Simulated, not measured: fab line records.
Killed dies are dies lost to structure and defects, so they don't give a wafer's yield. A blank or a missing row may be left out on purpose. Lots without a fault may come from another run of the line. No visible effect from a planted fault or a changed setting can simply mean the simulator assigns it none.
A lot that was struck, set against a sound lot -- flow sky130 -- 15 steps out of a route of 708
Sound: these wafers, L662.2, L662.3, L662.6. The struck wafers were L664.1, L664.2, L664.5. The cause comes at the end.
Each step with rows lists, per side, the tool, then ch with its chambers, then its first start. Under that, the readings that differ: sound wafers -- struck wafers -- difference of the means -- sigmas: that difference in standard deviations of wafers without a fault.
alike: words and numbers the same on both sides, and readings whose means are apart by under 2 such deviations; not compared: readings that were withheld, readings missing a value for some wafer, numbers with overlapping values and no deviation given by the record, and bounds like >300 which may hide the same value.
A row with sigmas, a row that says differs or no value, or rows on one side alone: a step with any of these is where the two part. When numbers do not overlap yet have no deviation, they are printed without sigmas and do not part them. A reading that every wafer of one side lacks parts them only if that side has two wafers or more.

SKY_LI_CONTACT_CD_MEAS_12: target cd 170 nm.
  struck on cd sem-01, day 33 19:07; sound on cd sem-02, day 33 06:53
  alike: cd nm
SKY_LI_CONTACT_OVL_MEAS_13:
  struck on overlay-01, day 33 19:14; sound on overlay-01, day 33 06:59
reading,sound,struck,difference,sigmas
LI_CONTACT_OVL (nm),-1 9 -4,-9 -12 -11,-12,-3
then, 1 step without rows for these wafers: SKY_LI_CONTACT_ETCH_14 (etches BARC in N2/H2, stops on SiO2, time 45.9 s, target depth 60 nm).
SKY_LI_CONTACT_ETCH_15: etches PSG in C4F8/O2/Ar, stops on Si, target depth 600 nm.
  sound on rie diel-04 ch 0,1,3, day 33 07:04; struck on rie diel-03 ch 0,1,3, day 33 19:19
  alike: oes product au
then, 3 steps without rows for these wafers: SKY_LI_CONTACT_STRIP_16 (strips in O2/N2); SKY_LI_CONTACT_CLEAN_17 (cleans in NMP, time 600 s); SKY_LI_CONTACT_PRE_CLEAN_18 (time 5.6 s).
SKY_LI_CONTACT_SPUTTER_19: material Ti, target thk 20 nm, time 106.37 s.
  struck on pvd sputter-03, day 33 19:41; sound on pvd sputter-02, day 33 07:27
  alike: substrate temp c, throttle valve pct
SKY_LI_CONTACT_SPUTTER_20: material TiN, target thk 20 nm, time 80 s.
  struck on pvd sputter-03, day 33 19:46; sound on pvd sputter-02, day 33 07:32
  alike: throttle valve pct
SKY_LI_CONTACT_CVD_21: deposits W, target thk 400 nm, time 120.56 s.
  sound on cvd w-02 ch 0,1, day 33 07:35; struck on cvd w-02 ch 0,1, day 33 19:49
  alike: heater power w
SKY_LI_CONTACT_RS_MEAS_22: a four-point-probe measurement.
  struck on film metro-01, day 33 19:57; sound on film metro-03, day 33 07:44
  alike: LI_CONTACT_W_RS
SKY_LI_CONTACT_THK_MEAS_23: measures by xrf.
  struck on film metro-01, day 33 20:04; sound on film metro-03, day 33 07:50
  alike: LI_CONTACT_W_THK
SKY_LI_CONTACT_CMP_24: polishes, stops on PSG, t overpolish 20 s, target thk 0 nm.
  sound on cmp-01 ch 1,3, day 33 07:56; struck on cmp-02 ch 0,2,3, day 33 20:11
reading,sound,struck,difference,sigmas
platen rpm (rpm),60.01 59.99 59.97,65.96 66.08 65.97,+6.01,+99 or more
time to endpoint s (s),94 95 94,84 88 85,-9,-3
  alike: motor current A, overpolish run s
SKY_LOCAL_INTERCONNECT_SPUTTER_00: material TiN, target thk 100 nm, time 83.3 s.
  struck on pvd sputter-02, day 33 20:26; sound on pvd sputter-03, day 33 08:14
  alike: substrate temp c, throttle valve pct
following that, these wafers have no rows for 1 step: SKY_PAD_OPEN_PROBE_99.

== WHERE THEY PART ==
Earliest at SKY_LI_CONTACT_OVL_MEAS_13; latest, in this record, at SKY_LI_CONTACT_CMP_24. Later steps at which nothing parts them and some readings are alike: SKY_LOCAL_INTERCONNECT_SPUTTER_00.

WHY: what the simulator had put in
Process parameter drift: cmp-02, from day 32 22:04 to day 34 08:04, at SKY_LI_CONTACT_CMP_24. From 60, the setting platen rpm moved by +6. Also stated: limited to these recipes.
